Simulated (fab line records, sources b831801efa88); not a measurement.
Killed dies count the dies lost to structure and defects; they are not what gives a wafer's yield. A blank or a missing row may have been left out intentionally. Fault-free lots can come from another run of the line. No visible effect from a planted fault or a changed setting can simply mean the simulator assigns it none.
Split-lot study / flow sfqLine / 23 wafers read across 5 lots, on a route 325 steps long

SPLIT DETAILS
At SFQ_TRILAYER_L0_VIA_LITHO_PEB_016 (peb time 60 s), the setting pebTempC was moved away from the recipe's 115 C on 6 of the 23 wafers read, by -1.0% to +1.9%. The other wafers ran this setting at the recipe's value.

FROM THE SPLIT ON TO THE READING: in between, the file shows 1 step
- SFQ_TRILAYER_L0_VIA_BARC_OPEN_VIA_ETCH_021: etches BARC in O2, target depth 125 nm, time 41.7 s (also split here: biasW)

THE READING
L0V.cdNm (the simulator's own value, which no gauge read), in nm, at SFQ_TRILAYER_L0_VIA_ETCH_VIA_ETCH_016 (etches SiO2 in CHF3, stops on MoNx KI, target depth 80 nm). No usual value for it is given in the file. The 17 wafers here that ran the recipe average 699.8 nm, standard deviation 1.4 nm.

wafer=L075.1; tool, chamber at the split=lithoTrack-02, 0; pebTempC as run, C=116.5; against the recipe=+1.3%; L0V.cdNm, nm=724.5; against lot-mates on the recipe=+25.1
wafer=L075.2; tool, chamber at the split=lithoTrack-02, 0; pebTempC as run, C=115; against the recipe=recipe; L0V.cdNm, nm=698.8; against lot-mates on the recipe=-
wafer=L075.3; tool, chamber at the split=lithoTrack-02, 0; pebTempC as run, C=116.5; against the recipe=+1.3%; L0V.cdNm, nm=727.2; against lot-mates on the recipe=+27.8
wafer=L075.4; tool, chamber at the split=lithoTrack-02, 0; pebTempC as run, C=115; against the recipe=recipe; L0V.cdNm, nm=699.6; against lot-mates on the recipe=-
wafer=L075.5; tool, chamber at the split=lithoTrack-02, 0; pebTempC as run, C=115; against the recipe=recipe; L0V.cdNm, nm=699.7; against lot-mates on the recipe=-
wafer=L076.1; tool, chamber at the split=lithoTrack-02, 0; pebTempC as run, C=113.9; against the recipe=-1.0%; L0V.cdNm, nm=678.1; against lot-mates on the recipe=-19.7
wafer=L076.2; tool, chamber at the split=lithoTrack-02, 0; pebTempC as run, C=115; against the recipe=recipe; L0V.cdNm, nm=696.8; against lot-mates on the recipe=-
wafer=L076.4; tool, chamber at the split=lithoTrack-02, 0; pebTempC as run, C=115; against the recipe=recipe; L0V.cdNm, nm=698.3; against lot-mates on the recipe=-
wafer=L076.6; tool, chamber at the split=lithoTrack-02, 0; pebTempC as run, C=115; against the recipe=recipe; L0V.cdNm, nm=698.3; against lot-mates on the recipe=-
wafer=L076.5; tool, chamber at the split=lithoTrack-02, 0; pebTempC as run, C=113.9; against the recipe=-1.0%; L0V.cdNm, nm=676.1; against lot-mates on the recipe=-21.7
wafer=L077.1; tool, chamber at the split=lithoTrack-02, 0; pebTempC as run, C=115; against the recipe=recipe; L0V.cdNm, nm=701.5; against lot-mates on the recipe=-
wafer=L077.2; tool, chamber at the split=lithoTrack-02, 0; pebTempC as run, C=117.2; against the recipe=+1.9%; L0V.cdNm, nm=736.3; against lot-mates on the recipe=+35.4
wafer=L077.3; tool, chamber at the split=lithoTrack-02, 0; pebTempC as run, C=117.2; against the recipe=+1.9%; L0V.cdNm, nm=735.4; against lot-mates on the recipe=+34.5
wafer=L077.4; tool, chamber at the split=lithoTrack-02, 0; pebTempC as run, C=115; against the recipe=recipe; L0V.cdNm, nm=700.5; against lot-mates on the recipe=-
wafer=L077.5; tool, chamber at the split=lithoTrack-02, 0; pebTempC as run, C=115; against the recipe=recipe; L0V.cdNm, nm=700.8; against lot-mates on the recipe=-
wafer=L082.2; tool, chamber at the split=lithoTrack-03, 0; pebTempC as run, C=115; against the recipe=recipe; L0V.cdNm, nm=699.5; against lot-mates on the recipe=-
wafer=L082.3; tool, chamber at the split=lithoTrack-03, 0; pebTempC as run, C=115; against the recipe=recipe; L0V.cdNm, nm=700.9; against lot-mates on the recipe=-
wafer=L082.4; tool, chamber at the split=lithoTrack-03, 0; pebTempC as run, C=115; against the recipe=recipe; L0V.cdNm, nm=697.8; against lot-mates on the recipe=-
wafer=L082.5; tool, chamber at the split=lithoTrack-03, 0; pebTempC as run, C=115; against the recipe=recipe; L0V.cdNm, nm=700.3; against lot-mates on the recipe=-
wafer=L082.6; tool, chamber at the split=lithoTrack-03, 0; pebTempC as run, C=115; against the recipe=recipe; L0V.cdNm, nm=699.4; against lot-mates on the recipe=-
wafer=L083.2; tool, chamber at the split=lithoTrack-01, 0; pebTempC as run, C=115; against the recipe=recipe; L0V.cdNm, nm=701.8; against lot-mates on the recipe=-
wafer=L083.3; tool, chamber at the split=lithoTrack-01, 0; pebTempC as run, C=115; against the recipe=recipe; L0V.cdNm, nm=701.8; against lot-mates on the recipe=-
wafer=L083.6; tool, chamber at the split=lithoTrack-01, 0; pebTempC as run, C=115; against the recipe=recipe; L0V.cdNm, nm=700.4; against lot-mates on the recipe=-

FIT RESULTS
A straight line over all 23 wafers: L0V.cdNm changes by +20.1 nm for each +1% of pebTempC; r = +0.99; the points scatter about the line by 1.8 nm.
The same after taking each lot's own level away (the mean of its wafers on the recipe; 23 wafers): +19.4 nm for each +1%; r = +1.00; scatter 1.3 nm.
Per that fit: largest pebTempC move, reading shift of 37 nm.
Across the lots, their own levels run from 697.80 to 701.33 nm, a range of 2.5 times the standard deviation given above.
Hence the lot-to-lot level has little effect on the slope; both slopes agree.
Check: for one of the wafers moved furthest among these (+1.9%), held out of the fit, the line's prediction against its lot-mates is +37.5 nm. Against them it came out at +35.4 nm.

OTHER SPLITS ON THESE WAFERS
Note: prior to the reading, these wafers also went through further splits. Each is held against what the fit with the lots' levels taken away leaves over:
other split on the same wafers=SFQ_TRILAYER_L0_LITHO_EXPOSE_006 doseMj; wafers away from the commonest value=7; r with L0V.cdNm (lot level and that fit taken away)=-0.13
other split on the same wafers=SFQ_TRILAYER_L0_LITHO_PEB_008 pebTimeS; wafers away from the commonest value=9; r with L0V.cdNm (lot level and that fit taken away)=+0.11
other split on the same wafers=SFQ_TRILAYER_L0_VIA_BARC_OPEN_VIA_ETCH_021 biasW; wafers away from the commonest value=8; r with L0V.cdNm (lot level and that fit taken away)=-0.10

THE WHOLE CHAIN: every reading that the file lists as answering this split, in the file's order
step=SFQ_TRILAYER_L0_VIA_BARC_OPEN_VIA_ETCH_021; what it does=etches BARC in O2, target depth 125 nm, time 41.7 s; reading=L0V.cdNm (the simulator's own value, which no gauge read); change (the file's fit)=+19.5 nm for each +1% of the setting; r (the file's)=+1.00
step=SFQ_TRILAYER_L0_VIA_ETCH_VIA_ETCH_016; what it does=etches SiO2 in CHF3, stops on MoNx KI, target depth 80 nm; reading=L0V.cdNm (the simulator's own value, which no gauge read); change (the file's fit)=+19.3 nm for each +1% of the setting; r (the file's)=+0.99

FILE'S OWN FIT
L0V.cdNm changes by +19.3 nm for each +1% of pebTempC, r = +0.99.
